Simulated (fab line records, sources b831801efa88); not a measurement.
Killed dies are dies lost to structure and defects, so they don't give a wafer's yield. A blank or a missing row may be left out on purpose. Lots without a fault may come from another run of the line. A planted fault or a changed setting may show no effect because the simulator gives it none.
Which tool did it? | flow sky130 | 10 lots, 30 wafers sampled, at 6 steps of a route of 708

WHAT THE GAUGES READ, wafer by wafer
SKY_SD_P_TW_MEAS_11. Usual: SD_P_TW 2819, standard deviation 12.
lot  | measured     | on            | SD_P_TW        | flag
L278 | day 26 02:13 | film_metro-01 | 2801 2801 2795 |
L282 | day 27 14:58 | film_metro-01 | 2653 2665 2667 | OFF
L283 | day 27 21:52 | film_metro-03 | 2656 2645 2655 | OFF
L292 | day 31 01:40 | film_metro-04 | 2820 2827 2845 |
L293 | day 31 03:35 | film_metro-03 | 2814 2823 2842 |
L294 | day 31 14:53 | film_metro-04 | 2832 2837 2818 |
L295 | day 32 03:50 | film_metro-01 | 2819 2821 2815 |
L296 | day 32 10:31 | film_metro-03 | 2828 2816 2825 |
L297 | day 32 11:46 | film_metro-03 | 2817 2806 2822 |
L299 | day 32 20:59 | film_metro-03 | 2812 2796 2801 |

SKY_SD_N_RS_MEAS_17: measures by four-point-probe. Usual: SD_P_RS 147.1 ohm/sq, standard deviation 0.36.
lot  | measured     | on            | SD_P_RS (ohm/sq)  | flag
L278 | day 28 12:19 | film_metro-01 | 146.8 147.3 147.0 |
L282 | day 30 00:43 | film_metro-04 | 161.7 161.9 162.2 | OFF
L283 | day 30 07:19 | film_metro-03 | 160.7 160.8 161.4 | OFF
L292 | day 33 08:22 | film_metro-01 | 146.8 147.1 147.4 |
L293 | day 33 09:40 | film_metro-01 | 147.3 147.5 147.3 |
L294 | day 33 20:38 | film_metro-04 | 147.0 147.0 146.9 |
L295 | day 34 09:47 | film_metro-01 | 146.6 146.5 146.7 |
L296 | day 34 17:10 | film_metro-03 | 147.5 147.1 147.6 |
L297 | day 34 17:47 | film_metro-04 | 147.4 147.6 147.7 |
L299 | day 35 02:37 | film_metro-03 | 147.0 147.1 147.6 |

SKY_CONTACT_RS_MEAS_25: measures by four-point-probe. Usual: CONTACT_W_RS 0.337 ohm/sq, standard deviation 0.005.
lot  | measured     | on            | CONTACT_W_RS (ohm/sq) | flag
L278 | day 32 03:23 | film_metro-02 | 0.339 0.339 0.340     |
L282 | day 33 13:54 | film_metro-02 | 0.337 0.337 0.337     |
L283 | day 33 21:59 | film_metro-02 | 0.335 0.337 0.333     |
L292 | day 36 20:07 | film_metro-02 | 0.329 0.340 0.329     |
L293 | day 36 22:01 | film_metro-03 | 0.346 0.347 0.343     |
L294 | day 37 08:41 | film_metro-02 | 0.341 0.327 0.330     |
L295 | day 37 19:49 | film_metro-04 | 0.333 0.334 0.334     |
L296 | day 38 03:07 | film_metro-02 | 0.338 0.338 0.340     |
L297 | day 38 04:19 | film_metro-02 | 0.339 0.336 0.339     |
L299 | day 38 13:11 | film_metro-04 | 0.325 0.340 0.327     |

SKY_VIA1_RS_MEAS_22: measures by four-point-probe. Usual: VIA1_W_RS 0.424 ohm/sq, standard deviation 0.0061.
lot  | measured     | on            | VIA1_W_RS (ohm/sq) | flag
L278 | day 34 11:47 | film_metro-04 | 0.415 0.427 0.415  |
L282 | day 35 22:16 | film_metro-04 | 0.414 0.424 0.414  |
L283 | day 36 05:54 | film_metro-01 | 0.426 0.426 0.426  |
L292 | day 39 01:26 | film_metro-03 | 0.427 0.423 0.423  |
L293 | day 39 04:18 | film_metro-03 | 0.430 0.425 0.429  |
L294 | day 39 14:36 | film_metro-01 | 0.410 0.428 0.416  |
L295 | day 40 01:54 | film_metro-03 | 0.429 0.427 0.429  |
L296 | day 40 08:24 | film_metro-01 | 0.427 0.422 0.410  |
L297 | day 40 09:35 | film_metro-04 | 0.416 0.427 0.415  |
L299 | day 40 17:20 | film_metro-03 | 0.431 0.429 0.431  |

WHICH TOOL RAN EACH LOT (tool, then ch and the chambers of the sampled wafers, then the start)
lot  | SKY_SD_P_IMPLANT_09             | SKY_SD_P_STRIP_10
L278 | implanter-04 ch 0, day 26 01:58 | plasma_asher-04 ch 0,1, day 26 02:07
L282 | implanter-02 ch 0, day 27 14:43 | plasma_asher-02 ch 0,1, day 27 14:52
L283 | implanter-02 ch 0, day 27 21:40 | plasma_asher-04 ch 0,1, day 27 21:46
L292 | implanter-01 ch 0, day 31 01:26 | plasma_asher-03 ch 0,1, day 31 01:35
L293 | implanter-02 ch 0, day 31 03:22 | plasma_asher-04 ch 0,1, day 31 03:29
L294 | implanter-04 ch 0, day 31 14:38 | plasma_asher-03 ch 0,1, day 31 14:47
L295 | implanter-04 ch 0, day 32 03:37 | plasma_asher-02 ch 0,1, day 32 03:44
L296 | implanter-02 ch 0, day 32 10:19 | plasma_asher-02 ch 0,1, day 32 10:26
L297 | implanter-02 ch 0, day 32 11:32 | plasma_asher-02 ch 0,1, day 32 11:41
L299 | implanter-01 ch 0, day 32 20:44 | plasma_asher-03 ch 0,1, day 32 20:53
- SKY_SD_P_IMPLANT_09
- SKY_SD_P_STRIP_10: strips in O2/N2.

WHAT THE TOOLS THEMSELVES READ (means of the sampled wafers that have a number; where no wafer has one, the mark that the record gives instead)
SKY_SD_P_IMPLANT_09. Usual: beam_energy_keV 20.001, standard deviation 0.0058; tilt_deg 0.006 degrees, standard deviation 0.02.
lot  | tool         | beam_energy_keV | tilt_deg (degrees) | flag
L278 | implanter-04 | 20.005          | 0.022              |
L282 | implanter-02 | 16.157          | 0.002              | OFF
L283 | implanter-02 | 16.150          | -0.011             | OFF
L292 | implanter-01 | 20.000          | 0.021              |
L293 | implanter-02 | 19.999          | 0.014              |
L294 | implanter-04 | 19.997          | -0.007             |
L295 | implanter-04 | 20.001          | 0.040              |
L296 | implanter-02 | 20.000          | -0.006             |
L297 | implanter-02 | 20.003          | -0.008             |
L299 | implanter-01 | 20.002          | 0.010              |

SKY_SD_P_STRIP_10. Usual: drypump_motor_current_A 5.6 A, standard deviation 0.56; o2_flow_sccm 3000 sccm, standard deviation 8.4; oes_product_au 0.617 a.u., standard deviation 0.0045; strip_time_to_endpoint_s 17.51 s, standard deviation 0.047.
lot  | tool            | drypump_motor_current_A (A) | o2_flow_sccm (sccm) | oes_product_au (a.u.) | strip_time_to_endpoint_s (s) | flag
L278 | plasma_asher-04 | 5.7                         | 3008                | 0.619                 | 17.53                        |
L282 | plasma_asher-02 | 5.4                         | 2999                | 0.631                 | 16.89                        | OFF
L283 | plasma_asher-04 | 5.7                         | 3002                | 0.628                 | 16.98                        | OFF
L292 | plasma_asher-03 | 5.3                         | 2998                | 0.616                 | 17.49                        |
L293 | plasma_asher-04 | 5.7                         | 3001                | 0.620                 | 17.51                        |
L294 | plasma_asher-03 | 5.3                         | 3000                | 0.618                 | 17.45                        |
L295 | plasma_asher-02 | 5.4                         | 2990                | 0.614                 | 17.47                        |
L296 | plasma_asher-02 | 5.9                         | 3007                | 0.620                 | 17.57                        |
L297 | plasma_asher-02 | 5.9                         | 3001                | 0.619                 | 17.50                        |
L299 | plasma_asher-03 | 5.3                         | 2994                | 0.616                 | 17.48                        |

THE ANSWER, worked out from the rows above alone
Rule: a lot is off if the mean of its wafers that have a number lies more than 3 standard deviations from the usual mean. A lot without any number at a reading at which 4 lots or more have one is off too. The other lots that the step has rows for count as sound. The gauges are gone through in route order, then the tools' own readings, and for those a lot's mean is taken as printed above. The first step at which some lot is off is used, and at that step the reading that is off furthest; a lot without a number counts as furthest.
Off: L282, L283, at SKY_SD_P_TW_MEAS_11 (SD_P_TW).
A tool fits if, at a process step before that reading, it ran every lot that is off, and no sound lot after the first of them. The gauges at SKY_SD_P_TW_MEAS_11 aren't tried: what is off there is off at SKY_SD_P_IMPLANT_09 too, on other tools, and a gauge's error can't cause that. None of those tried fits.

WHAT THE SIMULATOR HAD PUT IN
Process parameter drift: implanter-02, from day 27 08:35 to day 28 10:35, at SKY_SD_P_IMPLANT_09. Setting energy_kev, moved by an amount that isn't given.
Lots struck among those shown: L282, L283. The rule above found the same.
